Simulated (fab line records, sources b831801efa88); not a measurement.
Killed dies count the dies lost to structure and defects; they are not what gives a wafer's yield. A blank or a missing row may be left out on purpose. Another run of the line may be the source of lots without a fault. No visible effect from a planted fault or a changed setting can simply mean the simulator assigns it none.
Which tool did it? / flow sky130 / 12 lots with 36 wafers sampled at 3 steps, on a route of 708 steps

## WHAT THE GAUGES READ, wafer by wafer
SKY_CAPM_THK_MEAS_01. Usual: CAPM_CVD_00_THK typically reads 15.64 nm, with standard deviation 0.21.
lot=L436; measured=day 36 13:02; on=film-metro-03; CAPM_CVD_00_THK (nm)=15.56 15.65 15.72; flag=
lot=L443; measured=day 39 02:36; on=film-metro-03; CAPM_CVD_00_THK (nm)=15.22 15.66 15.54; flag=
lot=L446; measured=day 39 23:09; on=film-metro-03; CAPM_CVD_00_THK (nm)=15.18 15.78 15.91; flag=
lot=L445; measured=day 40 02:32; on=film-metro-03; CAPM_CVD_00_THK (nm)=15.75 15.76 15.80; flag=
lot=L449; measured=day 40 22:10; on=film-metro-01; CAPM_CVD_00_THK (nm)=15.60 15.70 15.60; flag=
lot=L452; measured=day 41 14:25; on=film-metro-01; CAPM_CVD_00_THK (nm)=15.32 15.50 15.54; flag=
lot=L456; measured=day 42 11:45; on=film-metro-03; CAPM_CVD_00_THK (nm)=15.26 15.40 15.76; flag=
lot=L457; measured=day 43 09:36; on=film-metro-03; CAPM_CVD_00_THK (nm)=15.42 15.52 15.65; flag=
lot=L458; measured=day 43 10:45; on=film-metro-01; CAPM_CVD_00_THK (nm)=15.40 15.58 15.34; flag=

## WHICH TOOL RAN EACH LOT (tool, then ch and the chambers of the sampled wafers, then the start)
lot=L436; SKY_VIA2_STRIP_16=plasma-asher-02 ch 1, day 36 11:34; SKY_VIA2_CMP_24=cmp-01 ch 0,1,3, day 36 12:36
lot=L443; SKY_VIA2_STRIP_16=plasma-asher-01 ch 0,1, day 39 00:13; SKY_VIA2_CMP_24=cmp-02 ch 0,1, day 39 02:07
lot=L446; SKY_VIA2_STRIP_16=plasma-asher-01 ch 0,1, day 39 21:42; SKY_VIA2_CMP_24=cmp-02 ch 0,2,3, day 39 22:43
lot=L445; SKY_VIA2_STRIP_16=plasma-asher-04 ch 1, day 40 01:01; SKY_VIA2_CMP_24=cmp-01 ch 0,2,3, day 40 02:09
lot=L449; SKY_VIA2_STRIP_16=plasma-asher-04 ch 1, day 40 20:40; SKY_VIA2_CMP_24=cmp-02 ch 0,3, day 40 21:40
lot=L452; SKY_VIA2_STRIP_16=plasma-asher-02 ch 0,1, day 41 12:55; SKY_VIA2_CMP_24=cmp-02 ch 0,2,3, day 41 13:55
lot=L453; SKY_VIA2_STRIP_16=plasma-asher-02 ch 0,1, day 41 19:13; SKY_VIA2_CMP_24=cmp-02 ch 1,2,3, day 41 20:14
lot=L454; SKY_VIA2_STRIP_16=plasma-asher-01 ch 0,1, day 41 22:17; SKY_VIA2_CMP_24=cmp-01 ch 0,2,3, day 41 23:42
lot=L455; SKY_VIA2_STRIP_16=plasma-asher-04 ch 0,1, day 42 03:14; SKY_VIA2_CMP_24=cmp-01 ch 2,3, day 42 04:37
lot=L456; SKY_VIA2_STRIP_16=plasma-asher-02 ch 0,1, day 42 10:19; SKY_VIA2_CMP_24=cmp-02 ch 0,1, day 42 11:19
lot=L457; SKY_VIA2_STRIP_16=plasma-asher-04 ch 0,1, day 43 08:07; SKY_VIA2_CMP_24=cmp-01 ch 1,2, day 43 09:07
lot=L458; SKY_VIA2_STRIP_16=plasma-asher-02 ch 0,1, day 43 09:09; SKY_VIA2_CMP_24=cmp-01 ch 0,1,3, day 43 10:23
- SKY_VIA2_STRIP_16: strips in O2/N2.
- SKY_VIA2_CMP_24: polishes, stops on SiO2, t overpolish 20 s, target thk 0 nm.

## WHAT THE TOOLS THEMSELVES READ (means of the sampled wafers that have a number; where no wafer has one, the mark that the record gives instead)
SKY_VIA2_STRIP_16. Usual: chamber-pressure-mTorr 1500.1 mTorr, standard deviation 1.4; drypump-motor-current-A 5.9 A, standard deviation 0.45; oes-product-au 0.399 a.u., standard deviation 0.0048; strip-time-to-endpoint-s 4.05 s, standard deviation 0.035.
lot=L436; tool=plasma-asher-02; chamber-pressure-mTorr (mTorr)=1499.4; drypump-motor-current-A (A)=5.7; oes-product-au (a.u.)=0.396; strip-time-to-endpoint-s (s)=4.10; flag=
lot=L443; tool=plasma-asher-01; chamber-pressure-mTorr (mTorr)=1500.6; drypump-motor-current-A (A)=6.4; oes-product-au (a.u.)=0.401; strip-time-to-endpoint-s (s)=4.06; flag=
lot=L446; tool=plasma-asher-01; chamber-pressure-mTorr (mTorr)=1499.7; drypump-motor-current-A (A)=6.1; oes-product-au (a.u.)=0.398; strip-time-to-endpoint-s (s)=4.05; flag=
lot=L445; tool=plasma-asher-04; chamber-pressure-mTorr (mTorr)=1500.1; drypump-motor-current-A (A)=5.9; oes-product-au (a.u.)=0.400; strip-time-to-endpoint-s (s)=4.08; flag=
lot=L449; tool=plasma-asher-04; chamber-pressure-mTorr (mTorr)=1501.1; drypump-motor-current-A (A)=5.9; oes-product-au (a.u.)=0.394; strip-time-to-endpoint-s (s)=4.05; flag=
lot=L452; tool=plasma-asher-02; chamber-pressure-mTorr (mTorr)=1501.1; drypump-motor-current-A (A)=5.8; oes-product-au (a.u.)=0.404; strip-time-to-endpoint-s (s)=4.11; flag=
lot=L453; tool=plasma-asher-02; chamber-pressure-mTorr (mTorr)=-; drypump-motor-current-A (A)=-; oes-product-au (a.u.)=-; strip-time-to-endpoint-s (s)=-; flag=OFF
lot=L454; tool=plasma-asher-01; chamber-pressure-mTorr (mTorr)=-; drypump-motor-current-A (A)=-; oes-product-au (a.u.)=-; strip-time-to-endpoint-s (s)=-; flag=OFF
lot=L455; tool=plasma-asher-04; chamber-pressure-mTorr (mTorr)=-; drypump-motor-current-A (A)=-; oes-product-au (a.u.)=-; strip-time-to-endpoint-s (s)=-; flag=OFF
lot=L456; tool=plasma-asher-02; chamber-pressure-mTorr (mTorr)=1500.2; drypump-motor-current-A (A)=5.8; oes-product-au (a.u.)=0.400; strip-time-to-endpoint-s (s)=4.02; flag=
lot=L457; tool=plasma-asher-04; chamber-pressure-mTorr (mTorr)=1499.4; drypump-motor-current-A (A)=5.4; oes-product-au (a.u.)=0.395; strip-time-to-endpoint-s (s)=4.03; flag=
lot=L458; tool=plasma-asher-02; chamber-pressure-mTorr (mTorr)=1499.2; drypump-motor-current-A (A)=5.9; oes-product-au (a.u.)=0.398; strip-time-to-endpoint-s (s)=4.04; flag=

SKY_VIA2_CMP_24. Usual: motor-current-A 11.2 A, standard deviation 0.77; overpolish-run-s 20.001 s, standard deviation 0.01; retaining-ring-pressure-frac 1.000, standard deviation 0.0048; slurry-flow-ml-min 150.0, standard deviation 0.49; time-to-endpoint-s 102 s, standard deviation 3.9.
lot=L436; tool=cmp-01; motor-current-A (A)=11.0; overpolish-run-s (s)=20.009; retaining-ring-pressure-frac=1.000; slurry-flow-ml-min=149.7; time-to-endpoint-s (s)=103; flag=
lot=L443; tool=cmp-02; motor-current-A (A)=10.7; overpolish-run-s (s)=19.994; retaining-ring-pressure-frac=1.003; slurry-flow-ml-min=149.6; time-to-endpoint-s (s)=105; flag=
lot=L446; tool=cmp-02; motor-current-A (A)=11.8; overpolish-run-s (s)=20.006; retaining-ring-pressure-frac=1.005; slurry-flow-ml-min=150.4; time-to-endpoint-s (s)=103; flag=
lot=L445; tool=cmp-01; motor-current-A (A)=10.5; overpolish-run-s (s)=19.996; retaining-ring-pressure-frac=1.003; slurry-flow-ml-min=149.8; time-to-endpoint-s (s)=107; flag=
lot=L449; tool=cmp-02; motor-current-A (A)=11.4; overpolish-run-s (s)=20.005; retaining-ring-pressure-frac=0.997; slurry-flow-ml-min=149.9; time-to-endpoint-s (s)=101; flag=
lot=L452; tool=cmp-02; motor-current-A (A)=11.5; overpolish-run-s (s)=19.999; retaining-ring-pressure-frac=0.998; slurry-flow-ml-min=149.4; time-to-endpoint-s (s)=98; flag=
lot=L453; tool=cmp-02; motor-current-A (A)=11.2; overpolish-run-s (s)=20.000; retaining-ring-pressure-frac=0.996; slurry-flow-ml-min=149.9; time-to-endpoint-s (s)=100; flag=
lot=L454; tool=cmp-01; motor-current-A (A)=10.4; overpolish-run-s (s)=19.988; retaining-ring-pressure-frac=1.003; slurry-flow-ml-min=150.7; time-to-endpoint-s (s)=104; flag=
lot=L455; tool=cmp-01; motor-current-A (A)=10.7; overpolish-run-s (s)=20.002; retaining-ring-pressure-frac=0.998; slurry-flow-ml-min=149.9; time-to-endpoint-s (s)=103; flag=
lot=L456; tool=cmp-02; motor-current-A (A)=11.2; overpolish-run-s (s)=20.002; retaining-ring-pressure-frac=1.002; slurry-flow-ml-min=149.9; time-to-endpoint-s (s)=102; flag=
lot=L457; tool=cmp-01; motor-current-A (A)=11.6; overpolish-run-s (s)=20.007; retaining-ring-pressure-frac=0.997; slurry-flow-ml-min=149.6; time-to-endpoint-s (s)=98; flag=
lot=L458; tool=cmp-01; motor-current-A (A)=11.2; overpolish-run-s (s)=20.006; retaining-ring-pressure-frac=1.001; slurry-flow-ml-min=149.9; time-to-endpoint-s (s)=102; flag=

## THE ANSWER, worked out from the rows above alone
Rule: lot off if the mean of its wafers having a number is beyond 3 standard deviations from the usual mean. Also off: a lot with no number at a reading for which 4 or more lots have one. The other lots that the step has rows for count as sound. First the gauges in route order, then the tools' own readings, where a lot's mean is used as printed above. The first step at which some lot is off is used, and at that step the reading that is off furthest; a lot without a number counts as furthest.
Off: L453, L454, L455 (SKY_VIA2_STRIP_16, chamber-pressure-mTorr). Without a number there: L453, L454, L455.
If a tool, at that step or one of the process steps before it, ran each lot that is off and ran no sound lot following the first of them, it fits. Not one of the candidates tried fits.

## WHAT THE SIMULATOR HAD PUT IN
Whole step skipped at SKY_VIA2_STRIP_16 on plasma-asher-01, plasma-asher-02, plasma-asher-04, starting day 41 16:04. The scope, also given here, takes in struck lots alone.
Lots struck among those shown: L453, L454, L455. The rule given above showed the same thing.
